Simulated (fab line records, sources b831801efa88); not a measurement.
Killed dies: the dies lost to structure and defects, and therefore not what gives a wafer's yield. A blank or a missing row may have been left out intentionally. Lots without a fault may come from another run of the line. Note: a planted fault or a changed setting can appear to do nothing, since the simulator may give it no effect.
fab line records -- flow sky130 -- part 2 of 2: steps 28 to 38 of 38
record: lots: 5, wafers: 15, lastDay: 51
route steps=708 shown LOCAL_INTERCONNECT@399 CONTACT@406 METAL1@434
lots with no fault: from the same line, run without faults
startH: the number of hours between the record's first day and the start of the first shown wafer of the lot -- waitH: time in hours since the lot's previous step -- " identical to the entry in the row above -- L1.1+2: a single row standing in for several wafers -- - no value present, or no start provided -- * or withheld: withheld -- < > ~ a bound
route shown NAME@n: names a module that has steps shown in the file, with the first one's number in the route -- usual: the fault-free wafers' mean and standard deviation -- same: alike in all rows -- chamber/n: place in a boat -- sites: the reading at each site -- _std_site: the values' standard deviation -- _edge_site: inner sites' mean taken away from outer sites' mean -- radiusMm: for every site, how far away it sits from the centre of the wafer -- mask NAME#n: copy n -- behind: the tool/chamber that last shaped the wafer -- hold: what put the lot on hold/how long, in hours/how the hold closed -- device: which transistor (n, p or np) failed to switch -- end of line: tests of these same wafers at the route's end -- a step with no rows: only its recipe -- killed: count of dies lost to structure and defects at first sort (not the wafer's yield) -- map: a wafer's dies, marking killed ones x, the rest . and places with no die _
set.NAME: setting as actually run; set.NAME@STEP: the setting as run at that earlier step -- model.NAME: the simulator's own value behind a step, which no gauge read
certain route steps with their lots: each step a table, each wafer a row
services: a tool's chamber out of use, with start hour (startH, from the record's first day; less than 0 if before it), hours out, and reason
== steps ==
step: SKY_CONTACT_STRIP_20
recipe: chemistry: postEtchResidueRemover, timeS: 1200, tempC: 72.5
same: timeS: 1200
lot.wafer,tool,chamber,startH,waitH
L080.1+5+6,wetBench-03,3,815.28,0.1
L083.1+2+3,wetBench-03,3,845.64,0.1
L088.1+5+6,wetBench-04,2,890.63,0.1
L096.3+4+6,wetBench-04,1,928.03,0.0
L097.1+4+6,wetBench-02,2,933.98,0.1
step: SKY_CONTACT_CLEAN_21
recipe: chemistry: IPA, timeS: 180, tempC: 25
same: timeS: 180
lot.wafer,tool,chamber,startH,waitH
L080.1+5+6,wetBench-04,2,815.62,0.0
L083.1+2+3,wetBench-02,0,845.98,0.0
L088.1+5+6,wetBench-02,1,891.01,0.0
L096.3+4+6,wetBench-02,3,928.38,0.0
L097.1+4+6,wetBench-04,1,934.33,0.0
step: SKY_CONTACT_CLEAN_22
recipe: chemistry: O3/DIW, dry: n2Spin
lot.wafer,tool,chamber,startH,waitH
L080.1+5+6,wetBench-02,2,815.74,0.0
L083.1+2+3,wetBench-04,1,846.04,0.0
L088.1+5+6,wetBench-04,0,891.07,0.0
L096.3+4+6,wetBench-03,1,928.43,0.0
L097.1+4+6,wetBench-02,0,934.38,0.0
step: SKY_CONTACT_SPUTTER_23
recipe: material: TiN, targetThkNm: 20, chamberPressurePa: 5, powerW: 4000, timeS: 80
usual: throttleValvePct: 29.9/1.2
same: timeS: 80
lot.wafer,tool,chamber,startH,waitH,throttleValvePct
L080.1,pvdSputter-01,-,815.83,0.0,31.7
L080.5,pvdSputter-01,-,815.83,0.0,30.9
L080.6,pvdSputter-01,-,815.83,0.0,31.9
L083.1,pvdSputter-03,-,846.14,0.0,30.2
L083.2,pvdSputter-03,-,846.14,0.0,29.8
L083.3,pvdSputter-03,-,846.14,0.0,28.1
L088.1,pvdSputter-02,-,891.17,0.0,30.0
L088.5,pvdSputter-02,-,891.17,0.0,28.7
L088.6,pvdSputter-02,-,891.17,0.0,30.6
L096.3,pvdSputter-02,-,928.53,0.0,28.4
L096.4,pvdSputter-02,-,928.53,0.0,30.6
L096.6,pvdSputter-02,-,928.53,0.0,30.0
L097.1,pvdSputter-03,-,934.48,0.0,28.0
L097.4,pvdSputter-03,-,934.48,0.0,29.8
L097.6,pvdSputter-03,-,934.48,0.0,29.6
step: SKY_CONTACT_CVD_24
recipe: material: W, targetThkNm: 340, timeS: 102.12, tempC: 400, pressureTorr: 40
usual: heaterPowerW: 901/83
same: timeS: 102.12
lot.wafer,tool,chamber,startH,waitH,heaterPowerW
L080.1,cvdW-02,0,815.89,0.0,849
L080.5,cvdW-02,0,815.89,0.0,823
L080.6,cvdW-02,1,815.89,0.0,970
L083.1,cvdW-02,0,846.20,0.0,823
L083.2,cvdW-02,1,846.20,0.0,958
L083.3,cvdW-02,0,846.20,0.0,815
L088.1,cvdW-01,1,891.23,0.0,899
L088.5,cvdW-01,0,891.23,0.0,981
L088.6,cvdW-01,1,891.23,0.0,924
L096.3,cvdW-02,1,928.62,0.1,898
L096.4,cvdW-02,0,928.62,0.1,720
L096.6,cvdW-02,1,928.62,0.1,898
L097.1,cvdW-02,0,934.54,0.0,744
L097.4,cvdW-02,0,934.54,0.0,736
L097.6,cvdW-02,0,934.54,0.0,725
step: SKY_CONTACT_RS_MEAS_25
recipe: thkMeasGauge: four-point-probe, reads: W_of_CONTACT_CVD_24+TiN_of_CONTACT_SPUTTER_23
usual: CONTACT_W_RS: 0.337/0.0041
lot.wafer,tool,chamber,startH,waitH,CONTACT_W_RS[ohm/sq]
L080.1,filmMetro-01,-,816.00,0.1,0.331
L080.5,filmMetro-01,-,816.00,0.1,0.331
L080.6,filmMetro-01,-,816.00,0.1,0.335
L083.1,filmMetro-04,-,846.31,0.1,0.329
L083.2,filmMetro-04,-,846.31,0.1,0.336
L083.3,filmMetro-04,-,846.31,0.1,0.335
L088.1,filmMetro-04,-,891.34,0.1,0.334
L088.5,filmMetro-04,-,891.34,0.1,0.333
L088.6,filmMetro-04,-,891.34,0.1,0.334
L096.3,filmMetro-02,-,928.74,0.1,0.342
L096.4,filmMetro-02,-,928.74,0.1,0.340
L096.6,filmMetro-02,-,928.74,0.1,0.341
L097.1,filmMetro-04,-,934.65,0.1,0.333
L097.4,filmMetro-04,-,934.65,0.1,0.336
L097.6,filmMetro-04,-,934.65,0.1,0.335
step: SKY_CONTACT_THK_MEAS_26
recipe: thkMeasGauge: xrf, reads: W_of_CONTACT_CVD_24
usual: CONTACT_W_THK: 353/5
lot.wafer,tool,chamber,startH,waitH,CONTACT_W_THK[nm]
L080.1,filmMetro-01,-,816.12,0.1,358
L080.5,filmMetro-01,-,816.12,0.1,357
L080.6,filmMetro-01,-,816.12,0.1,354
L083.1,filmMetro-04,-,846.43,0.1,362
L083.2,filmMetro-04,-,846.43,0.1,355
L083.3,filmMetro-04,-,846.43,0.1,356
L088.1,filmMetro-04,-,891.46,0.1,357
L088.5,filmMetro-04,-,891.46,0.1,356
L088.6,filmMetro-04,-,891.46,0.1,358
L096.3,filmMetro-02,-,928.84,0.1,342
L096.4,filmMetro-02,-,928.84,0.1,346
L096.6,filmMetro-02,-,928.84,0.1,344
L097.1,filmMetro-04,-,934.77,0.1,355
L097.4,filmMetro-04,-,934.77,0.1,351
L097.6,filmMetro-04,-,934.77,0.1,355
step: SKY_CONTACT_CMP_27
recipe: stopOn: SiO2, tOverpolishS: 15, downForcePsi: 3.5, platenRpm: 60, targetThkNm: 0, padVelocityMS: 0.94248
usual: motorCurrentA: 11.3/1.1, overpolishRunS: 15.000/0.0093, timeToEndpointS: 82/3.7
lot.wafer,tool,chamber,startH,waitH,motorCurrentA,overpolishRunS,timeToEndpointS
L080.1,cmp-02,1,816.18,0.1,13.0,15.016,84
L080.6,cmp-02,1,816.18,0.1,12.4,14.993,82
L080.5,cmp-02,2,816.18,0.1,11.4,14.979,78
L083.3,cmp-02,3,846.54,0.1,13.4,15.005,86
L083.1,cmp-02,0,846.54,0.1,10.2,15.012,80
L083.2,cmp-02,1,846.54,0.1,13.4,14.988,80
L088.1,cmp-01,3,891.52,0.1,10.0,15.003,88
L088.5,cmp-01,3,891.52,0.1,9.7,15.004,87
L088.6,cmp-01,0,891.52,0.1,10.7,14.989,79
L096.3,cmp-02,2,928.98,0.1,11.2,14.996,79
L096.4,cmp-02,3,928.98,0.1,13.3,15.009,85
L096.6,cmp-02,0,928.98,0.1,10.5,15.004,79
L097.1,cmp-02,0,934.83,0.1,10.8,15.010,76
L097.4,cmp-02,1,934.83,0.1,12.7,14.986,81
L097.6,cmp-02,0,934.83,0.1,11.1,14.989,74
step: SKY_METAL1_SPUTTER_00
recipe: material: Ti, targetThkNm: 15, powerW: 3000, timeS: 10, chamberPressurePa: 0.4
usual: throttleValvePct: 29.7/1.2
same: timeS: 10
lot.wafer,tool,chamber,startH,waitH,throttleValvePct
L080.1,pvdSputter-03,-,816.48,0.2,29.7
L080.5,pvdSputter-03,-,816.48,0.2,27.9
L080.6,pvdSputter-03,-,816.48,0.2,27.9
L083.1,pvdSputter-04,-,846.79,0.1,28.7
L083.2,pvdSputter-04,-,846.79,0.1,29.4
L083.3,pvdSputter-04,-,846.79,0.1,29.8
L088.1,pvdSputter-04,-,891.82,0.2,28.6
L088.5,pvdSputter-04,-,891.82,0.2,29.5
L088.6,pvdSputter-04,-,891.82,0.2,30.0
L096.3,pvdSputter-03,-,929.18,0.1,29.8
L096.4,pvdSputter-03,-,929.18,0.1,30.1
L096.6,pvdSputter-03,-,929.18,0.1,29.9
L097.1,pvdSputter-03,-,935.13,0.2,29.9
L097.4,pvdSputter-03,-,935.13,0.2,27.9
L097.6,pvdSputter-03,-,935.13,0.2,27.9
step: SKY_METAL1_SPUTTER_01
recipe: material: TiN, targetThkNm: 20, powerW: 6500, timeS: 16.7, chamberPressurePa: 0.4
usual: throttleValvePct: 29.8/1.2
same: timeS: 16.7
lot.wafer,tool,chamber,startH,waitH,throttleValvePct
L080.1,pvdSputter-03,-,816.51,0.0,29.7
L080.5,pvdSputter-03,-,816.51,0.0,28.2
L080.6,pvdSputter-03,-,816.51,0.0,28.0
L083.1,pvdSputter-04,-,846.81,0.0,28.7
L083.2,pvdSputter-04,-,846.81,0.0,29.6
L083.3,pvdSputter-04,-,846.81,0.0,29.9
L088.1,pvdSputter-04,-,891.85,0.0,28.7
L088.5,pvdSputter-04,-,891.85,0.0,29.7
L088.6,pvdSputter-04,-,891.85,0.0,29.9
L096.3,pvdSputter-03,-,929.20,0.0,29.8
L096.4,pvdSputter-03,-,929.20,0.0,30.2
L096.6,pvdSputter-03,-,929.20,0.0,30.0
L097.1,pvdSputter-03,-,935.15,0.0,29.9
L097.4,pvdSputter-03,-,935.15,0.0,28.0
L097.6,pvdSputter-03,-,935.15,0.0,28.0
step: SKY_METAL1_SPUTTER_02
recipe: material: AlCu, targetThkNm: 250, powerW: 10600, timeS: 13.3, chamberPressurePa: 0.4
usual: throttleValvePct: 29.8/1.2
same: timeS: 13.3
lot.wafer,tool,chamber,startH,waitH,throttleValvePct
L080.1,pvdSputter-03,-,816.53,0.0,29.9
L080.5,pvdSputter-03,-,816.53,0.0,28.0
L080.6,pvdSputter-03,-,816.53,0.0,28.0
L083.1,pvdSputter-04,-,846.84,0.0,28.7
L083.2,pvdSputter-04,-,846.84,0.0,29.7
L083.3,pvdSputter-04,-,846.84,0.0,29.9
L088.1,pvdSputter-04,-,891.87,0.0,28.8
L088.5,pvdSputter-04,-,891.87,0.0,29.6
L088.6,pvdSputter-04,-,891.87,0.0,30.0
L096.3,pvdSputter-03,-,929.22,0.0,29.8
L096.4,pvdSputter-03,-,929.22,0.0,30.0
L096.6,pvdSputter-03,-,929.22,0.0,29.8
L097.1,pvdSputter-03,-,935.18,0.0,30.1
L097.4,pvdSputter-03,-,935.18,0.0,28.1
L097.6,pvdSputter-03,-,935.18,0.0,27.9
== services ==
tool,chamber,startH,hours,kind
plasmaAsher-03,-,763.29,14.6,pm
wetBench-01,-,764.68,2.0,repair
krfScanner-01,-,765.06,0.8,pm
cmp-02,-,768.60,4.0,pm
cmp-02,-,776.29,0.7,repair
krfScanner-01,-,801.01,0.9,repair
krfScanner-01,-,814.08,1.0,pm
pvdSputter-04,-,823.17,5.8,repair
krfScanner-01,-,825.83,0.8,pm
pecvd-04,-,826.34,1.0,repair
cvdW-02,-,826.55,6.9,pm
krfScanner-01,-,828.74,3.6,pm
cvdW-02,-,859.63,0.8,repair
pecvd-04,0,863.00,5.0,repair
rieDiel-04,-,867.07,2.8,pm
cmp-01,-,867.94,12.5,repair
pvdSputter-03,-,868.93,1.1,repair
cmp-02,-,876.07,0.5,repair
rieDiel-04,1,890.49,6.2,repair
rieDiel-04,2,891.64,1.2,repair
pecvd-04,1,902.40,13.9,repair
cvdW-02,-,904.00,14.0,pm
cmp-02,-,907.53,3.5,repair
cmp-01,-,915.85,4.0,pm
